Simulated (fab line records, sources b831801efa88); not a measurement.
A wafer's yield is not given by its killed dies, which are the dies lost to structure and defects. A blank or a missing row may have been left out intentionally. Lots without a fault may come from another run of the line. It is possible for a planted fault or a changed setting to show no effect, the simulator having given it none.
A struck lot beside a sound one / flow sfq-line / 24 out of 325 route steps
Sound: wafers L751.2, L751.4, L751.5. The struck wafers were L748.2, L748.4, L748.6. At the end, the cause is stated.
For every step that has rows: the tool of each side, followed by ch and its chambers, followed by its first start. Under that, the readings that differ: sound wafers / struck wafers / difference of the means / sigmas: that difference in standard deviations of wafers without a fault.
alike: words and numbers the same on both sides, and readings whose means are apart by under 2 such deviations; not compared: readings that were withheld, readings missing a value for some wafer, numbers with overlapping values and no deviation given by the record, and bounds like >300 which may hide the same value.
The two part at a step that has a row with sigmas, a row that says differs or no value, or rows on one side only. When numbers do not overlap yet have no deviation, they are printed without sigmas and do not part them. Lack of a reading on every wafer of one side parts them only where that side has two or more wafers.

first, 6 steps without rows for these wafers: SFQ_TRILAYER_I2_VIA_LITHO_COAT_072 (resist thk 62 nm); SFQ_TRILAYER_I2_VIA_LITHO_COAT_067 (resist thk 650 nm); SFQ_TRILAYER_I2_VIA_LITHO_SOFTBAKE_071; SFQ_TRILAYER_I2_VIA_LITHO_EXPOSE_068 (exposes mask I2, target cd 500 nm); SFQ_TRILAYER_I2_VIA_LITHO_PEB_070 (peb time 60 s); SFQ_TRILAYER_I2_VIA_LITHO_DEVELOP_069 (time 60 s).
SFQ_I2_OVL_MEAS_918:
  sound on overlay-02 at day 34 17:35; struck on overlay-01 at day 33 12:47
  alike: I2_OVL
SFQ_TRILAYER_I2_VIA_BARC_OPEN_VIA_ETCH_096: etches BARC in O2, target depth 125 nm, time 41.7 s.
  sound on rie-diel-04 ch 1,2,3, day 34 17:37; struck on rie-diel-02 ch 0,2, day 33 12:49
  alike: chamber-pressure-mTorr, drypump-motor-current-A, oes-product-au
  not compared: rf-hours-counter-h
SFQ_TRILAYER_I2_VIA_ETCH_VIA_ETCH_070: etches SiO2 in CHF3, stops on Nb, target depth 260 nm.
  sound on rie-diel-04 ch 1,2,3, day 34 17:40; struck on rie-diel-02 ch 0,2, day 33 12:52
  alike: chamber-pressure-mTorr, drypump-motor-current-A, oes-product-au
SFQ_TRILAYER_I2_VIA_STRIP_STRIP_071: strips in O2.
  sound on rie-metal-02 ch 0,1, day 34 17:47; struck on rie-metal-01 ch 0,1, day 33 12:59
  alike: chamber-pressure-mTorr, drypump-motor-current-A, oes-product-au
  not compared: rf-hours-counter-h
then, 2 steps without rows for these wafers: SFQ_TRILAYER_I2_VIA_STRIP_SOLV_CLEAN_072 (cleans in NMP, time 600 s); SFQ_TRILAYER_M3_DEP_PRE_CLEAN_074 (time 22.5 s).
SFQ_TRILAYER_M3_DEP_SPUTTER_073: material Nb, target thk 200 nm, time 133.3 s.
  sound on pvd-sputter-05 at day 34 18:35; struck on pvd-sputter-03 at day 33 13:47
  no value came back on the struck wafers for base-pressure-pa (Pa), cathode-dc-power-W (W), substrate-temp-c (C), throttle-valve-pct (%); on the sound wafers base-pressure-pa (Pa) reads 1.37e-06 1.34e-06 1.41e-06
SFQ_M3_RS_MEAS_919: a four-point-probe measurement.
  sound on film-metro-02 at day 34 18:41; struck on film-metro-02 at day 33 13:53
reading=M3_NB_RS (ohm/sq); sound=0.907 0.897 0.896; struck=- - -; difference=no value on the struck wafers; sigmas=
then, 6 steps without rows for these wafers: SFQ_TRILAYER_M3_LITHO_COAT_080 (resist thk 62 nm); SFQ_TRILAYER_M3_LITHO_COAT_075 (resist thk 600 nm); SFQ_TRILAYER_M3_LITHO_SOFTBAKE_079; SFQ_TRILAYER_M3_LITHO_EXPOSE_076 (exposes mask M3, target cd 500 nm); SFQ_TRILAYER_M3_LITHO_PEB_078 (peb time 60 s); SFQ_TRILAYER_M3_LITHO_DEVELOP_077 (time 60 s).
-- the record jumps here: 2 days lie between the struck wafers' starts before and after --
SFQ_M3_OVL_MEAS_921:
  sound on overlay-01 at day 37 00:26; struck on overlay-02 at day 35 21:02
  alike: M3_OVL
SFQ_TRILAYER_M3_BARC_OPEN_METAL_ETCH_100: etches BARC in O2, target depth 125 nm, time 41.7 s.
  sound on rie-metal-02 ch 0, day 37 00:28; struck on rie-metal-02 ch 0,1, day 35 21:04
  alike: chamber-pressure-mTorr, drypump-motor-current-A, oes-product-au
  not compared: rf-hours-counter-h
SFQ_TRILAYER_M3_ETCH_METAL_ETCH_078: etches Nb in Cl2/Ar, stops on SiO2, target depth 240 nm, time 120 s.
  sound on rie-metal-02 ch 0, day 37 00:32; struck on rie-metal-02 ch 0,1, day 35 21:08
reading=oes-product-au (a.u.); sound=0.875 0.883 0.895; struck=0.378 0.373 0.374; difference=-0.509; sigmas=-71
  alike: chamber-pressure-mTorr, drypump-motor-current-A
  not compared: rf-hours-counter-h
SFQ_TRILAYER_M3_STRIP_STRIP_079: strips in O2.
  sound on rie-metal-02 ch 0, day 37 00:39; struck on rie-metal-02 ch 0,1, day 35 21:15
  alike: chamber-pressure-mTorr, drypump-motor-current-A, oes-product-au
  not compared: rf-hours-counter-h

== WHERE THEY PART ==
First at SFQ_TRILAYER_M3_DEP_SPUTTER_073; last, within this record, at SFQ_TRILAYER_M3_ETCH_METAL_ETCH_078. Later steps at which nothing parts them and some readings are alike: SFQ_TRILAYER_M3_STRIP_STRIP_079.

WHY: the cause the simulator had injected
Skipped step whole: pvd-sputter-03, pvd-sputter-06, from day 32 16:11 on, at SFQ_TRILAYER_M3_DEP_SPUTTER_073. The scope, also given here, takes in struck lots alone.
